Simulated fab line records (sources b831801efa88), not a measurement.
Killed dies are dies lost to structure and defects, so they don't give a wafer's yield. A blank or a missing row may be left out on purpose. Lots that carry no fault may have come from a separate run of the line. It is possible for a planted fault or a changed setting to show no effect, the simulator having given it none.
Which tool did it? :: flow sky130 :: 36 wafers from 12 lots sampled at 3 of the route's 708 steps

## WHAT THE GAUGES READ, wafer by wafer
SKY_PASSIVATION_THK_MEAS_03. Usual: PASSIVATION_CVD_02_THK gives 539 nm (standard deviation 8.5).
lot: L236
measured: day 44 09:28
on: filmMetro-02
PASSIVATION_CVD_02_THK (nm): 544 542 537
flag: 

lot: L237
measured: day 44 10:07
on: filmMetro-04
PASSIVATION_CVD_02_THK (nm): 537 527 540
flag: 

lot: L238
measured: day 44 21:20
on: filmMetro-04
PASSIVATION_CVD_02_THK (nm): 538 552 537
flag: 

lot: L241
measured: day 45 15:25
on: filmMetro-04
PASSIVATION_CVD_02_THK (nm): 542 554 557
flag: 

lot: L244
measured: day 46 02:55
on: filmMetro-02
PASSIVATION_CVD_02_THK (nm): 530 535 544
flag: 

lot: L246
measured: day 46 13:18
on: filmMetro-04
PASSIVATION_CVD_02_THK (nm): 531 542 547
flag: 

lot: L245
measured: day 46 15:12
on: filmMetro-02
PASSIVATION_CVD_02_THK (nm): 525 546 531
flag: 

lot: L247
measured: day 47 00:11
on: filmMetro-03
PASSIVATION_CVD_02_THK (nm): 540 551 538
flag: 

lot: L248
measured: day 47 00:32
on: filmMetro-03
PASSIVATION_CVD_02_THK (nm): 536 543 548
flag: 

lot: L249
measured: day 47 01:28
on: filmMetro-02
PASSIVATION_CVD_02_THK (nm): 526 533 543
flag: 

lot: L250
measured: day 47 07:17
on: filmMetro-03
PASSIVATION_CVD_02_THK (nm): 537 539 523
flag: 

lot: L251
measured: day 47 12:37
on: filmMetro-03
PASSIVATION_CVD_02_THK (nm): 543 538 555
flag: 

## WHICH TOOL RAN EACH LOT (tool, then ch and the chambers of the sampled wafers, then the start)
lot: L236
SKY_CONTACT_CMP_27: cmp-02 ch 1,2,3, day 32 07:00
SKY_METAL5_SPUTTER_04: pvdSputter-04, day 43 10:10

lot: L237
SKY_CONTACT_CMP_27: cmp-02 ch 2,3, day 32 10:01
SKY_METAL5_SPUTTER_04: pvdSputter-03, day 43 10:53

lot: L238
SKY_CONTACT_CMP_27: cmp-02 ch 1,2,3, day 32 22:17
SKY_METAL5_SPUTTER_04: pvdSputter-01, day 43 22:06

lot: L241
SKY_CONTACT_CMP_27: cmp-01 ch 0,3, day 33 20:40
SKY_METAL5_SPUTTER_04: pvdSputter-03, day 44 16:57

lot: L244
SKY_CONTACT_CMP_27: cmp-01 ch 0,1,3, day 34 11:17
SKY_METAL5_SPUTTER_04: pvdSputter-03, day 45 04:56

lot: L246
SKY_CONTACT_CMP_27: cmp-02 ch 2,3, day 35 01:44
SKY_METAL5_SPUTTER_04: pvdSputter-01, day 45 14:59

lot: L245
SKY_CONTACT_CMP_27: cmp-02 ch 0,1,3, day 35 04:10
SKY_METAL5_SPUTTER_04: pvdSputter-03, day 45 17:02

lot: L247
SKY_CONTACT_CMP_27: cmp-02 ch 1,2, day 35 12:34
SKY_METAL5_SPUTTER_04: pvdSputter-01, day 46 01:36

lot: L248
SKY_CONTACT_CMP_27: cmp-01 ch 0,1,3, day 35 15:43
SKY_METAL5_SPUTTER_04: pvdSputter-03, day 46 01:56

lot: L249
SKY_CONTACT_CMP_27: cmp-02 ch 0,1,2, day 35 15:44
SKY_METAL5_SPUTTER_04: pvdSputter-03, day 46 03:17

lot: L250
SKY_CONTACT_CMP_27: cmp-02 ch 0,2,3, day 36 01:03
SKY_METAL5_SPUTTER_04: pvdSputter-03, day 46 10:25

lot: L251
SKY_CONTACT_CMP_27: cmp-01 ch 0,1,2, day 36 06:32
SKY_METAL5_SPUTTER_04: pvdSputter-01, day 46 16:02
- SKY_CONTACT_CMP_27: polishes, stops on SiO2, t overpolish 15 s, target thk 0 nm.
- SKY_METAL5_SPUTTER_04: material TiN, target thk 70 nm, time 58.3 s.

## WHAT THE TOOLS THEMSELVES READ (means of the sampled wafers that have a number; where no wafer has one, the mark that the record gives instead)
SKY_CONTACT_CMP_27. Usual: edgeZonePressureFrac 1.000, standard deviation 0.0054; motorCurrentA 10.9 A, standard deviation 1.1; overpolishRunS 14.999 s, standard deviation 0.0088; timeToEndpointS 82 s, standard deviation 4.6.
lot: L236
tool: cmp-02
edgeZonePressureFrac: 1.002
motorCurrentA (A): 12.0
overpolishRunS (s): 14.998
timeToEndpointS (s): 81
flag: 

lot: L237
tool: cmp-02
edgeZonePressureFrac: 1.001
motorCurrentA (A): 12.7
overpolishRunS (s): 15.010
timeToEndpointS (s): 83
flag: 

lot: L238
tool: cmp-02
edgeZonePressureFrac: 1.003
motorCurrentA (A): 12.0
overpolishRunS (s): 15.002
timeToEndpointS (s): 80
flag: 

lot: L241
tool: cmp-01
edgeZonePressureFrac: 0.996
motorCurrentA (A): 9.9
overpolishRunS (s): 15.004
timeToEndpointS (s): 78
flag: 

lot: L244
tool: cmp-01
edgeZonePressureFrac: 1.002
motorCurrentA (A): 10.2
overpolishRunS (s): 14.996
timeToEndpointS (s): 83
flag: 

lot: L246
tool: cmp-02
edgeZonePressureFrac: 0.999
motorCurrentA (A): 12.9
overpolishRunS (s): 14.995
timeToEndpointS (s): 82
flag: 

lot: L245
tool: cmp-02
edgeZonePressureFrac: 1.000
motorCurrentA (A): 11.5
overpolishRunS (s): 15.004
timeToEndpointS (s): 82
flag: 

lot: L247
tool: cmp-02
edgeZonePressureFrac: 0.998
motorCurrentA (A): 11.8
overpolishRunS (s): 14.991
timeToEndpointS (s): 76
flag: 

lot: L248
tool: cmp-01
edgeZonePressureFrac: 1.005
motorCurrentA (A): 10.6
overpolishRunS (s): 14.996
timeToEndpointS (s): 83
flag: 

lot: L249
tool: cmp-02
edgeZonePressureFrac: 0.998
motorCurrentA (A): 11.4
overpolishRunS (s): 14.998
timeToEndpointS (s): 79
flag: 

lot: L250
tool: cmp-02
edgeZonePressureFrac: 1.002
motorCurrentA (A): 11.8
overpolishRunS (s): 14.994
timeToEndpointS (s): 84
flag: 

lot: L251
tool: cmp-01
edgeZonePressureFrac: 1.000
motorCurrentA (A): 10.2
overpolishRunS (s): 15.002
timeToEndpointS (s): 83
flag: 

SKY_METAL5_SPUTTER_04. Usual: cathodeDcPowerW 6500.0 W, standard deviation 1.1; throttleValvePct 29.6 %, standard deviation 0.84.
lot: L236
tool: pvdSputter-04
cathodeDcPowerW (W): 6499.5
throttleValvePct (%): 29.8
flag: 

lot: L237
tool: pvdSputter-03
cathodeDcPowerW (W): 6499.6
throttleValvePct (%): 29.0
flag: 

lot: L238
tool: pvdSputter-01
cathodeDcPowerW (W): 6500.5
throttleValvePct (%): 29.6
flag: 

lot: L241
tool: pvdSputter-03
cathodeDcPowerW (W): 6499.9
throttleValvePct (%): 29.5
flag: 

lot: L244
tool: pvdSputter-03
cathodeDcPowerW (W): 6500.9
throttleValvePct (%): 29.2
flag: 

lot: L246
tool: pvdSputter-01
cathodeDcPowerW (W): 6499.9
throttleValvePct (%): 29.8
flag: 

lot: L245
tool: pvdSputter-03
cathodeDcPowerW (W): 6500.3
throttleValvePct (%): 29.6
flag: 

lot: L247
tool: pvdSputter-01
cathodeDcPowerW (W): 6499.8
throttleValvePct (%): 29.9
flag: 

lot: L248
tool: pvdSputter-03
cathodeDcPowerW (W): 6501.2
throttleValvePct (%): 29.1
flag: 

lot: L249
tool: pvdSputter-03
cathodeDcPowerW (W): 6499.7
throttleValvePct (%): 29.3
flag: 

lot: L250
tool: pvdSputter-03
cathodeDcPowerW (W): 6499.6
throttleValvePct (%): 29.1
flag: 

lot: L251
tool: pvdSputter-01
cathodeDcPowerW (W): 6500.0
throttleValvePct (%): 29.5
flag: 

## THE ANSWER, worked out from the rows above alone
Rule: lot off if the mean of its wafers having a number is beyond 3 standard deviations from the usual mean. Also off: a lot with no number at a reading for which 4 or more lots have one. The other lots that the step has rows for count as sound. Order of review: gauges by route order, followed by the tools' own readings, for which a lot's mean as printed above is used. The first step at which some lot is off is used, and at that step the reading that is off furthest; a lot without a number counts as furthest.
No lot is off on any of the readings shown, so nothing can be concluded from this.

## WHAT HAD BEEN PUT IN BY THE SIMULATOR
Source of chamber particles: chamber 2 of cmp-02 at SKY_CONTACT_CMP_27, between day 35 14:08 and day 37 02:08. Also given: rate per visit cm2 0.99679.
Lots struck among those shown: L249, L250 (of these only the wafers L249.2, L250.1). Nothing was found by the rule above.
